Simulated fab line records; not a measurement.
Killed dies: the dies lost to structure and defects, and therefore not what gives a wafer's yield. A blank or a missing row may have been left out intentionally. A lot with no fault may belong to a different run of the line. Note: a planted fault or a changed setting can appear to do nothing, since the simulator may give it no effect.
Problem report in the 8D (eight disciplines) form, filled by code + flow sky130 + the parts of the form that need people (team, actions taken, sign-off) are left out

== 1. WHAT IS WRONG ==
Wafers without a fault read 4.731 s, standard deviation 0.025; stripTimeToEndpointS at SKY_LOCAL_INTERCONNECT_STRIP_15 reads a mean of 4.515 s on 3 wafers belonging to 3 lots. Relative to the usual mean, that is a shift of -8.6 standard deviations.
The step: strips in O2/N2.
Earliest sighting: wafer L311.3 on plasmaAsher-03 at day 34 17:12. The record holds 33 wafers of 12 lots with a number at this step. By rule, "out" or "out of limits" means more than 4 standard deviations away from the usual mean. The other wafers with a number count as sound.

== 2. WHAT THIS IS AND IS NOT ==
| question                    | is                             | is not                                                                                             |
|-----------------------------|--------------------------------|----------------------------------------------------------------------------------------------------|
| which readings at this step | stripTimeToEndpointS           | drypumpMotorCurrentA                                                                               |
| which lots                  | L311, L312, L313               | L299, L301, L302, L303, L304, L316, L317, L319, L321                                               |
| which wafers of those lots  | L311.3, L312.3, L313.4         | L311.1, L312.1, L313.1                                                                             |
| read on which tools         | plasmaAsher-02, plasmaAsher-03 | plasmaAsher-04                                                                                     |
| when                        | from day 34 17:12              | up to then (16 sound wafers); but 14 sound wafers of L312, L313, L316, L317, L319, L321 came after |

== 3. THE SUSPECTS, EACH WITH WHAT RULES IT OUT ==
Counting: a tool at a process step up to the reading stays a suspect if it ran every lot that is out. Sound lots after the first of them don't rule it out here, since some wafers of a struck lot are sound.
- rieMetal-01 at SKY_LOCAL_INTERCONNECT_ETCH_13 (etches BARC in N2/H2, stops on SiO2, time 45.9 s, target depth 60 nm): kept. Ran every lot that is out, first one L311 (day 34 17:05); last sound lot up to then L304 (day 32 09:46).
Remaining after the count: rieMetal-01 at SKY_LOCAL_INTERCONNECT_ETCH_13.

== 4. THE CAUSE (what the simulator had put in) ==
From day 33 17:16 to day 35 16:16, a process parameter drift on rieMetal-01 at SKY_LOCAL_INTERCONNECT_ETCH_13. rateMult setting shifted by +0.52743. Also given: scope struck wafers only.
This tool alone remained once counting was done.

== 5. SEQUENCE OF EFFECTS, ordered by route ==
Each row: a reading where the mean over the struck wafers with a number is more than 3 standard deviations away from the usual. Only readings for which the record gives a usual standard deviation are gone through. hours: the time from each lot's start at the first step in this table that gives one to its start at this step, as a median over the lots. sigmas: the change in usual standard deviations.
| hours | step                            | reading              | usual   | on struck wafers | change | sigmas |
|-------|---------------------------------|----------------------|---------|------------------|--------|--------|
| 0     | SKY_LOCAL_INTERCONNECT_STRIP_15 | stripTimeToEndpointS | 4.731 s | 4.515            | -0.216 | -8.6   |
The process steps in it:
- SKY_LOCAL_INTERCONNECT_STRIP_15: strips in O2/N2.

== 6. HOW IT WOULD HAVE BEEN CAUGHT EARLIER ==
24 hours passed between the start of the fault at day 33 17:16 and the first reading out of limits in this record, taken at day 34 17:12.
An alarm limit of 4 standard deviations would not have fired on the tool readings at SKY_LOCAL_INTERCONNECT_ETCH_13 for which the record gives a usual standard deviation, since none of them was out on any struck wafer.
Lots out: 3; of these, L312, L313 started SKY_LOCAL_INTERCONNECT_ETCH_13 on rieMetal-01 after day 34 17:12. A hold on the tool at that time would have spared those 2.
